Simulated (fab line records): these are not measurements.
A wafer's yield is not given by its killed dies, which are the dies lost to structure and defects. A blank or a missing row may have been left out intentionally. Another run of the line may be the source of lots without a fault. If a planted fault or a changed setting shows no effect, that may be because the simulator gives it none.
Split-lot experiment / flow gf180mcu / 5 lots, 23 wafers read, on a route of 602 steps

== ON THE SPLIT ==
At GF_V1_CMP_04 (polishes SiO2), the setting leave_above_ref_nm was moved away from the recipe's 632.5 nm on 9 of the 23 wafers read, by -5.4% to +5.7%. All remaining wafers had this setting at the recipe value.

== FROM THE SPLIT TO THE READING: what the file shows between them, 4 steps ==
- GF_V1_SOFTBAKE_10: time 60 s (also split here: temp_c)
- GF_V1_EXPOSE_11: exposes mask Via1, target cd 260 nm
- GF_V1_PEB_12: peb time 90 s
- GF_V1_ETCH_16: etches BARC in N2/H2

== THE READING ==
oes_product_au, in a.u., at GF_V1_ETCH_17 (etches SiO2 in C4F8/O2/Ar, stops on TiN, target depth 630 nm). A value of 0.856 a.u. with a standard deviation of 0.0046 a.u. is what fault-free wafers of this fab line usually give.

wafer=L074.1; tool, chamber at the split=cmp-01, 2; leave_above_ref_nm as run, nm=668.3; against the recipe=+5.7%; oes_product_au, a.u.=0.877; against lot-mates on the recipe=+0.026
wafer=L074.2; tool, chamber at the split=cmp-01, 3; leave_above_ref_nm as run, nm=668.3; against the recipe=+5.7%; oes_product_au, a.u.=0.881; against lot-mates on the recipe=+0.030
wafer=L074.3; tool, chamber at the split=cmp-01, 1; leave_above_ref_nm as run, nm=632.5; against the recipe=recipe; oes_product_au, a.u.=0.854; against lot-mates on the recipe=-
wafer=L074.4; tool, chamber at the split=cmp-01, 0; leave_above_ref_nm as run, nm=668.3; against the recipe=+5.7%; oes_product_au, a.u.=0.887; against lot-mates on the recipe=+0.036
wafer=L074.6; tool, chamber at the split=cmp-01, 1; leave_above_ref_nm as run, nm=632.5; against the recipe=recipe; oes_product_au, a.u.=0.849; against lot-mates on the recipe=-
wafer=L076.1; tool, chamber at the split=cmp-01, 3; leave_above_ref_nm as run, nm=632.5; against the recipe=recipe; oes_product_au, a.u.=0.862; against lot-mates on the recipe=-
wafer=L076.2; tool, chamber at the split=cmp-01, 1; leave_above_ref_nm as run, nm=632.5; against the recipe=recipe; oes_product_au, a.u.=0.856; against lot-mates on the recipe=-
wafer=L076.4; tool, chamber at the split=cmp-01, 0; leave_above_ref_nm as run, nm=632.5; against the recipe=recipe; oes_product_au, a.u.=0.853; against lot-mates on the recipe=-
wafer=L076.5; tool, chamber at the split=cmp-01, 2; leave_above_ref_nm as run, nm=632.5; against the recipe=recipe; oes_product_au, a.u.=0.851; against lot-mates on the recipe=-
wafer=L076.6; tool, chamber at the split=cmp-01, 3; leave_above_ref_nm as run, nm=632.5; against the recipe=recipe; oes_product_au, a.u.=0.853; against lot-mates on the recipe=-
wafer=L077.1; tool, chamber at the split=cmp-01, 2; leave_above_ref_nm as run, nm=632.5; against the recipe=recipe; oes_product_au, a.u.=0.856; against lot-mates on the recipe=-
wafer=L077.5; tool, chamber at the split=cmp-01, 0; leave_above_ref_nm as run, nm=632.5; against the recipe=recipe; oes_product_au, a.u.=0.851; against lot-mates on the recipe=-
wafer=L077.6; tool, chamber at the split=cmp-01, 1; leave_above_ref_nm as run, nm=632.5; against the recipe=recipe; oes_product_au, a.u.=0.854; against lot-mates on the recipe=-
wafer=L078.1; tool, chamber at the split=cmp-02, 1; leave_above_ref_nm as run, nm=598.5; against the recipe=-5.4%; oes_product_au, a.u.=0.827; against lot-mates on the recipe=-0.028
wafer=L078.2; tool, chamber at the split=cmp-02, 3; leave_above_ref_nm as run, nm=632.5; against the recipe=recipe; oes_product_au, a.u.=0.855; against lot-mates on the recipe=-
wafer=L078.4; tool, chamber at the split=cmp-02, 0; leave_above_ref_nm as run, nm=632.5; against the recipe=recipe; oes_product_au, a.u.=0.856; against lot-mates on the recipe=-
wafer=L078.5; tool, chamber at the split=cmp-02, 0; leave_above_ref_nm as run, nm=598.5; against the recipe=-5.4%; oes_product_au, a.u.=0.824; against lot-mates on the recipe=-0.031
wafer=L078.6; tool, chamber at the split=cmp-02, 3; leave_above_ref_nm as run, nm=598.5; against the recipe=-5.4%; oes_product_au, a.u.=0.826; against lot-mates on the recipe=-0.029
wafer=L080.2; tool, chamber at the split=cmp-01, 0; leave_above_ref_nm as run, nm=666.4; against the recipe=+5.4%; oes_product_au, a.u.=0.889; against lot-mates on the recipe=+0.026
wafer=L080.3; tool, chamber at the split=cmp-01, 3; leave_above_ref_nm as run, nm=632.5; against the recipe=recipe; oes_product_au, a.u.=0.859; against lot-mates on the recipe=-
wafer=L080.4; tool, chamber at the split=cmp-01, 1; leave_above_ref_nm as run, nm=666.4; against the recipe=+5.4%; oes_product_au, a.u.=0.879; against lot-mates on the recipe=+0.016
wafer=L080.5; tool, chamber at the split=cmp-01, 2; leave_above_ref_nm as run, nm=632.5; against the recipe=recipe; oes_product_au, a.u.=0.868; against lot-mates on the recipe=-
wafer=L080.6; tool, chamber at the split=cmp-01, 1; leave_above_ref_nm as run, nm=666.4; against the recipe=+5.4%; oes_product_au, a.u.=0.886; against lot-mates on the recipe=+0.023

FIT RESULTS
A straight line over all 23 wafers: oes_product_au changes by +0.00522 a.u. for each +1% of leave_above_ref_nm; r = +0.97; the points scatter about the line by 0.0047 a.u.
The same after taking each lot's own level away (the mean of its wafers on the recipe; 23 wafers): +0.00501 a.u. for each +1%; r = +0.97; scatter 0.0042 a.u.
The reading moves by 0.028 a.u. for the largest change in leave_above_ref_nm, on that fit.
From 0.8515 to 0.8635 a.u.: that is the span of the lots' own levels, equal to 2.6 times the standard deviation above.
The two slopes are in agreement: the lot-to-lot level therefore moves the slope only a little.
Check: for one of the wafers moved furthest among these (+5.7%), held out of the fit, the line's prediction against its lot-mates is +0.0278 a.u. It came out at +0.0255 a.u. against them.
Tool readings at the split's step, against how far the setting was moved: time_to_endpoint_s r = -0.92.

== OTHER SPLITS APPLIED TO THESE WAFERS ==
These wafers also went through other splits before the reading. Each is held against what the fit with the lots' levels taken away leaves over:
other split on the same wafers=GF_NSD_DEVELOP_06 develop_time_s; wafers away from the commonest value=8; r with oes_product_au (lot level and that fit taken away)=-0.24
other split on the same wafers=GF_PSD_DEVELOP_06 develop_time_s; wafers away from the commonest value=7; r with oes_product_au (lot level and that fit taken away)=-0.02
other split on the same wafers=GF_SAB_COAT_04 spin_rpm; wafers away from the commonest value=11; r with oes_product_au (lot level and that fit taken away)=+0.23
other split on the same wafers=GF_CONTACT_CVD_00 sih4_flow_sccm; wafers away from the commonest value=9; r with oes_product_au (lot level and that fit taken away)=-0.11
other split on the same wafers=GF_CONTACT_CMP_04 leave_above_ref_nm; wafers away from the commonest value=10; r with oes_product_au (lot level and that fit taken away)=+0.02
other split on the same wafers=GF_CONTACT_ETCH_16 bias_w; wafers away from the commonest value=7; r with oes_product_au (lot level and that fit taken away)=-0.19
other split on the same wafers=GF_CONTACT_CVD_24 temp_c; wafers away from the commonest value=7; r with oes_product_au (lot level and that fit taken away)=+0.40
other split on the same wafers=GF_M1_STRIP_17 pressure_mtorr; wafers away from the commonest value=15; r with oes_product_au (lot level and that fit taken away)=+0.25
other split on the same wafers=GF_V1_SOFTBAKE_10 temp_c; wafers away from the commonest value=11; r with oes_product_au (lot level and that fit taken away)=+0.10

== THE WHOLE CHAIN: every reading that the file lists as answering this split, in the file's order ==
step=GF_V1_CMP_04; what it does=polishes SiO2; reading=time_to_endpoint_s; change (the file's fit)=withheld for each +1% of the setting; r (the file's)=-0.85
step=GF_V1_CMP_04; what it does=polishes SiO2; reading=SiO2_of_V1_CVD_02.thk_nm (the simulator's own value, which no gauge read); change (the file's fit)=+6.35 nm for each +1% of the setting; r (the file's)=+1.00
step=GF_V1_ETCH_17; what it does=etches SiO2 in C4F8/O2/Ar, stops on TiN, target depth 630 nm; reading=oes_product_au; change (the file's fit)=+0.00495 a.u. for each +1% of the setting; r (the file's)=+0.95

== THE FILE'S OWN FIT ==
oes_product_au changes by +0.00495 a.u. for each +1% of leave_above_ref_nm, r = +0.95.
